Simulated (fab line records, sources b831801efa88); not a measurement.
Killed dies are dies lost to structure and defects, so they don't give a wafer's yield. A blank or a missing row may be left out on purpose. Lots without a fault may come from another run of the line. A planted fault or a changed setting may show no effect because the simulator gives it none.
Which tool did it? | flow sky130 | 11 lots, 33 wafers sampled, at 6 steps of a route of 708

WHAT THE GAUGES READ, wafer by wafer
SKY_FIELD_ISO_THK_MEAS_04.
lot  | measured    | on            | FIELD_ISO_CVD_03_THK (nm)
L610 | day 1 13:29 | film_metro-02 | 166.7 166.5 166.1
L611 | day 1 21:04 | film_metro-04 | 167.4 166.2 166.6
L613 | day 2 06:25 | film_metro-04 | 163.2 164.2 162.6
L614 | day 2 11:18 | film_metro-02 | 166.4 167.1 167.5
L616 | day 2 22:02 | film_metro-02 | 164.8 165.2 165.8
L619 | day 3 12:10 | film_metro-04 | 163.0 164.2 165.4
L620 | day 3 17:09 | film_metro-04 | 165.4 166.0 166.1
L621 | day 3 22:33 | film_metro-04 | 155.1 155.3 154.5
L622 | day 4 02:43 | film_metro-02 | 154.0 154.2 153.9
L623 | day 4 08:56 | film_metro-03 | 158.9 158.0 157.4
L624 | day 4 11:53 | film_metro-04 | 156.3 155.2 155.1

SKY_VT_ADJUST_NCORE_CD_MEAS_07: target cd 380 nm.
lot  | measured     | on        | cd_nm (nm)
L610 | day 8 13:51  | cd_sem-01 | 376.0 374.7 376.9
L611 | day 8 21:07  | cd_sem-02 | 379.7 382.2 381.0
L613 | day 9 15:35  | cd_sem-01 | 380.1 382.0 382.9
L614 | day 9 18:58  | cd_sem-01 | 373.8 373.1 374.1
L616 | day 10 09:46 | cd_sem-01 | 384.0 385.3 384.5
L619 | day 11 07:49 | cd_sem-01 | 379.3 376.8 379.1
L620 | day 11 13:58 | cd_sem-01 | 376.7 377.9 379.1
L621 | day 11 17:49 | cd_sem-01 | 377.4 376.4 379.1
L622 | day 12 01:23 | cd_sem-01 | 380.5 378.5 377.6
L623 | day 12 11:02 | cd_sem-01 | 383.4 382.5 382.0
L624 | day 12 21:30 | cd_sem-01 | 378.5 378.2 379.7

WHICH TOOL RAN EACH LOT (tool, then ch and the chambers of the sampled wafers, then the start)
lot  | SKY_FIELD_ISO_CVD_03       | SKY_FIELD_ISO_ETCH_14             | SKY_FIELD_ISO_ETCH_15             | SKY_FIELD_ISO_CMP_27
L610 | lpcvd-02 ch 1, day 1 11:41 | rie_diel-01 ch 1,2,3, day 2 04:15 | rie_diel-01 ch 1,2,3, day 2 04:17 | cmp-01 ch 1,2,3, day 2 10:57
L611 | lpcvd-02 ch 0, day 1 19:16 | rie_diel-03 ch 0,1,2, day 2 11:09 | rie_diel-03 ch 0,1,2, day 2 11:11 | cmp-01 ch 0,2,3, day 2 16:31
L613 | lpcvd-02 ch 1, day 2 04:38 | rie_diel-03 ch 0,1,2, day 2 21:05 | rie_diel-03 ch 0,1,2, day 2 21:07 | cmp-02 ch 1,2,3, day 3 05:35
L614 | lpcvd-02 ch 0, day 2 09:31 | rie_diel-01 ch 1,2, day 3 02:41   | rie_diel-01 ch 1,2, day 3 02:43   | cmp-01 ch 0,1,3, day 3 08:28
L616 | lpcvd-02 ch 1, day 2 20:14 | rie_diel-01 ch 1,3, day 3 12:59   | rie_diel-01 ch 1,3, day 3 13:01   | cmp-01 ch 2,3, day 3 19:35
L619 | lpcvd-02 ch 0, day 3 10:22 | rie_diel-03 ch 0,2,3, day 4 04:03 | rie_diel-03 ch 0,2,3, day 4 04:05 | cmp-02 ch 0,1,3, day 4 11:09
L620 | lpcvd-02 ch 0, day 3 15:20 | rie_diel-03 ch 0,2,3, day 4 09:36 | rie_diel-03 ch 0,2,3, day 4 09:38 | cmp-02 ch 0,3, day 4 14:55
L621 | lpcvd-02 ch 1, day 3 20:44 | rie_diel-02 ch 0,1, day 4 14:47   | rie_diel-02 ch 0,1, day 4 14:49   | cmp-01 ch 0,3, day 4 19:07
L622 | lpcvd-02 ch 0, day 4 00:56 | rie_diel-01 ch 1,3, day 4 19:35   | rie_diel-01 ch 1,3, day 4 19:37   | cmp-02 ch 1,2,3, day 4 23:28
L623 | lpcvd-02 ch 0, day 4 07:09 | rie_diel-02 ch 0,2,3, day 5 02:11 | rie_diel-02 ch 0,2,3, day 5 02:13 | cmp-02 ch 0,1,3, day 5 06:47
L624 | lpcvd-02 ch 0, day 4 10:05 | rie_diel-01 ch 2,3, day 5 04:45   | rie_diel-01 ch 2,3, day 5 04:47   | cmp-02 ch 1,3, day 5 11:35
- SKY_FIELD_ISO_CVD_03: deposits Si3N4 from DCS/NH3, target thk 165 nm, time 2830 s.
- SKY_FIELD_ISO_ETCH_14: etches BARC in N2/H2, stops on SiO2, time 45.9 s, target depth 60 nm.
- SKY_FIELD_ISO_ETCH_15: etches the open film in CHF3/O2, stops on Si, target depth 180 nm, time 72 s.
- SKY_FIELD_ISO_CMP_27: polishes, stops on Si3N4, t overpolish 16 s, target thk 457.8 nm.

WHAT THE TOOLS THEMSELVES READ (means of the sampled wafers that have a number; where no wafer has one, the mark that the record gives instead)
SKY_FIELD_ISO_CVD_03.
lot  | tool     | pressure_mtorr (mTorr)
L610 | lpcvd-02 | 249.3
L611 | lpcvd-02 | 250.3
L613 | lpcvd-02 | 250.6
L614 | lpcvd-02 | 250.3
L616 | lpcvd-02 | 249.8
L619 | lpcvd-02 | 249.9
L620 | lpcvd-02 | 250.3
L621 | lpcvd-02 | 201.0
L622 | lpcvd-02 | 199.0
L623 | lpcvd-02 | 199.3
L624 | lpcvd-02 | 200.6

SKY_FIELD_ISO_ETCH_14.
lot  | tool        | drypump_motor_current_A (A) | n2_flow_sccm (sccm) | oes_product_au (a.u.) | throttle_valve_pct (%)
L610 | rie_diel-01 | 5.8                         | 100.04              | 0.852                 | 13.230
L611 | rie_diel-03 | 5.9                         | 99.97               | 0.855                 | 13.231
L613 | rie_diel-03 | 5.9                         | 100.00              | 0.858                 | 13.219
L614 | rie_diel-01 | 5.9                         | 99.85               | 0.850                 | 13.221
L616 | rie_diel-01 | 5.7                         | 100.19              | 0.848                 | 13.217
L619 | rie_diel-03 | 5.9                         | 100.06              | 0.856                 | 13.218
L620 | rie_diel-03 | 5.9                         | 99.79               | 0.861                 | 13.234
L621 | rie_diel-02 | 6.2                         | 100.00              | 0.855                 | 13.225
L622 | rie_diel-01 | 5.8                         | 99.85               | 0.859                 | 13.222
L623 | rie_diel-02 | 5.6                         | 99.89               | 0.857                 | 13.227
L624 | rie_diel-01 | 5.9                         | 99.85               | 0.852                 | 13.226

SKY_FIELD_ISO_ETCH_15.
lot  | tool        | O2_flow_sccm (sccm) | chf3_flow_sccm (sccm) | drypump_motor_current_A (A) | oes_product_au (a.u.) | throttle_valve_pct (%)
L610 | rie_diel-01 | 4.987               | 49.92                 | 5.8                         | 0.954                 | 8.840
L611 | rie_diel-03 | 5.005               | 49.91                 | 5.9                         | 0.952                 | 8.853
L613 | rie_diel-03 | 4.994               | 50.05                 | 5.9                         | 0.939                 | 8.843
L614 | rie_diel-01 | 5.003               | 49.82                 | 5.9                         | 0.953                 | 8.845
L616 | rie_diel-01 | 4.985               | 49.99                 | 5.7                         | 0.941                 | 8.842
L619 | rie_diel-03 | 5.012               | 50.07                 | 5.9                         | 0.945                 | 8.839
L620 | rie_diel-03 | 5.009               | 49.97                 | 5.9                         | 0.947                 | 8.848
L621 | rie_diel-02 | 5.007               | 50.11                 | 6.2                         | 0.911                 | 8.839
L622 | rie_diel-01 | 4.999               | 50.04                 | 5.8                         | 0.909                 | 8.843
L623 | rie_diel-02 | 4.995               | 49.92                 | 5.6                         | 0.921                 | 8.837
L624 | rie_diel-01 | 5.015               | 50.04                 | 5.9                         | 0.910                 | 8.839

SKY_FIELD_ISO_CMP_27.
lot  | tool   | motor_current_A (A)
L610 | cmp-01 | 13.3
L611 | cmp-01 | 12.3
L613 | cmp-02 | 12.0
L614 | cmp-01 | 13.1
L616 | cmp-01 | 12.6
L619 | cmp-02 | 11.4
L620 | cmp-02 | 11.3
L621 | cmp-01 | 12.7
L622 | cmp-02 | 11.9
L623 | cmp-02 | 11.4
L624 | cmp-02 | 12.1

THE ANSWER, worked out from the rows above alone
Rule: what is usual is taken from the lots themselves. Put in order of their means at a reading, lots are off if they are a third of the lots or fewer, leave a main group of 4 or more, and stand apart from it by a gap of 3 or more times the standard deviation of the main group's means; of several such gaps the widest counts. A main group whose means are all the same, to the digits that the tables above print for the reading, isn't used. A lot without any number at a reading at which 4 lots or more have one is off too. The other lots that the step has rows for count as sound. The gauges are gone through in route order, then the tools' own readings, and for those a lot's mean is taken as printed above. The first step at which some lot is off is used, and at that step the reading that is off furthest; a lot without a number counts as furthest.
No lot is off at any reading shown: from this, nothing can be told.

WHAT THE SIMULATOR HAD PUT IN
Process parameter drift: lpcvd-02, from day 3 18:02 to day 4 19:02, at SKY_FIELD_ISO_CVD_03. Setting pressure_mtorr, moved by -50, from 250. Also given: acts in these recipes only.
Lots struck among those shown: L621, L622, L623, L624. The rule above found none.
